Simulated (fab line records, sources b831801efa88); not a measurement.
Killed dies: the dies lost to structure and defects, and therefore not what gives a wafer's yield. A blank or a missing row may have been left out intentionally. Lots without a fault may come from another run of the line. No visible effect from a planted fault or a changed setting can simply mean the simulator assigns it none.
Chamber matching :: flow gf180mcu :: pecvd-04 running GF_PASSIVATION_CVD_00: 3 sister chambers
The step deposits SiO2 from TEOS, target thk 1000 nm, time 111.95 s. 16 wafers are shown with their chamber, then 8 later ones without.

WAFERS WITH THEIR CHAMBER
wafer: L076.1
chamber: 2
heater power w (W): 796

wafer: L076.2
chamber: 1
heater power w (W): 573

wafer: L076.3
chamber: 0
heater power w (W): 675

wafer: L076.4
chamber: 0
heater power w (W): 575

wafer: L076.5
chamber: 1
heater power w (W): 626

wafer: L076.6
chamber: 2
heater power w (W): 854

wafer: L078.1
chamber: 0
heater power w (W): 675

wafer: L078.3
chamber: 2
heater power w (W): 835

wafer: L078.6
chamber: 2
heater power w (W): 859

wafer: L086.1
chamber: 2
heater power w (W): 774

wafer: L086.2
chamber: 0
heater power w (W): 699

wafer: L086.4
chamber: 2
heater power w (W): 839

wafer: L089.1
chamber: 1
heater power w (W): 617

wafer: L089.2
chamber: 0
heater power w (W): 629

wafer: L089.6
chamber: 1
heater power w (W): 648

wafer: L091.1
chamber: 1
heater power w (W): 650

SIGNATURES (averages over the wafers above)
reading: heater power w
chamber 0: 650.60
chamber 1: 622.80
chamber 2: 826.17
scatter within a chamber: 38.6
Rule: a wafer's distance from a chamber is the root of the sum, over the readings, of the square of ((its reading less the chamber's mean) divided by the reading's scatter). The wafer belongs to the nearest chamber; if the next one is less than 2 further off, it can't be placed. The scatter: the root of (the sum of the squares of (reading less its chamber's mean) over the shown wafers, divided by (wafers less chambers)).

WAFERS WHOSE CHAMBER IS MISSING
wafer: L091.2
heater power w (W): 583

wafer: L091.3
heater power w (W): 800

wafer: L091.4
heater power w (W): 516

wafer: L091.5
heater power w (W): 838

wafer: L091.6
heater power w (W): 637

wafer: L097.1
heater power w (W): 670

wafer: L097.2
heater power w (W): 820

wafer: L097.4
heater power w (W): 524

WHICH CHAMBER EACH ONE RAN IN
wafer: L091.2
from the rows above: can't be placed: 1 or 0
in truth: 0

wafer: L091.3
from the rows above: 2
in truth: 2

wafer: L091.4
from the rows above: can't be placed: 1 or 0
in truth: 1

wafer: L091.5
from the rows above: 2
in truth: 2

wafer: L091.6
from the rows above: can't be placed: 0 or 1
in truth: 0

wafer: L097.1
from the rows above: can't be placed: 0 or 1
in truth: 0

wafer: L097.2
from the rows above: 2
in truth: 2

wafer: L097.4
from the rows above: can't be placed: 1 or 0
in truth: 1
Correctly placed: 3 of 8. These rows do not allow placing 5 (true chamber among the candidates in 5). Wrongly placed: 0.
